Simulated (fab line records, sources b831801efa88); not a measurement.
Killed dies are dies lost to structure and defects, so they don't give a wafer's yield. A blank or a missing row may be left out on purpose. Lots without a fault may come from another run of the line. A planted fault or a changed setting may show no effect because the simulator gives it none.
Chamber matching | flow sky130 | SKY_VIA3_ETCH_15 on rie_diel-02: 4 sister chambers
The step etches SiO2 in C4F8/O2/Ar, stops on TiN, target depth 507 nm, time 78 s. 8 wafers are shown with their chamber, then 11 later ones without.

WAFERS WITH THEIR CHAMBER
wafer  | chamber | oes_product_au (a.u.)
L082.5 | 3       | 0.947
L082.6 | 2       | 0.949
L083.1 | 1       | 0.947
L083.4 | 2       | 0.936
L084.1 | 0       | 0.943
L084.3 | 3       | 0.949
L084.5 | 0       | 0.940
L086.1 | 1       | 0.949

WAFERS WITHOUT THEIR CHAMBER
wafer  | oes_product_au (a.u.)
L086.2 | 0.942
L086.5 | 0.946
L092.1 | 0.949
L092.3 | 0.952
L092.4 | 0.943
L096.1 | 0.945
L096.2 | 0.949
L096.3 | 0.948
L097.2 | 0.946
L097.4 | 0.940
L097.5 | 0.947

WHICH CHAMBER EACH WENT THROUGH
wafer  | from the rows above               | in truth
L086.2 | can't be placed: 0 or 2 or 1 or 3 | 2
L086.5 | can't be placed: 1 or 3 or 2 or 0 | 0
L092.1 | can't be placed: 1 or 3 or 2 or 0 | 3
L092.3 | can't be placed: 1 or 3 or 2 or 0 | 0
L092.4 | can't be placed: 2 or 0 or 1 or 3 | 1
L096.1 | can't be placed: 2 or 1 or 3 or 0 | 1
L096.2 | can't be placed: 1 or 3 or 2 or 0 | 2
L096.3 | can't be placed: 1 or 3 or 2 or 0 | 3
L097.2 | can't be placed: 1 or 3 or 2 or 0 | 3
L097.4 | can't be placed: 0 or 2 or 1 or 3 | 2
L097.5 | can't be placed: 1 or 3 or 2 or 0 | 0
Placed correctly: 0 of 11. Can't be placed from these rows: 11 (the true chamber is among the candidates in 11). Placed wrongly: 0.
How it was worked out, from the rows above alone: a wafer's distance from a chamber is the root of the sum, over the readings, of the square of ((its reading less the chamber's mean) divided by the reading's scatter). The wafer belongs to the nearest chamber; if the next one is less than 2 further off, it can't be placed. A chamber's mean is the mean of its shown wafers. The scatter: the root of (the sum of the squares of (reading less its chamber's mean) over the shown wafers, divided by (wafers less chambers)).
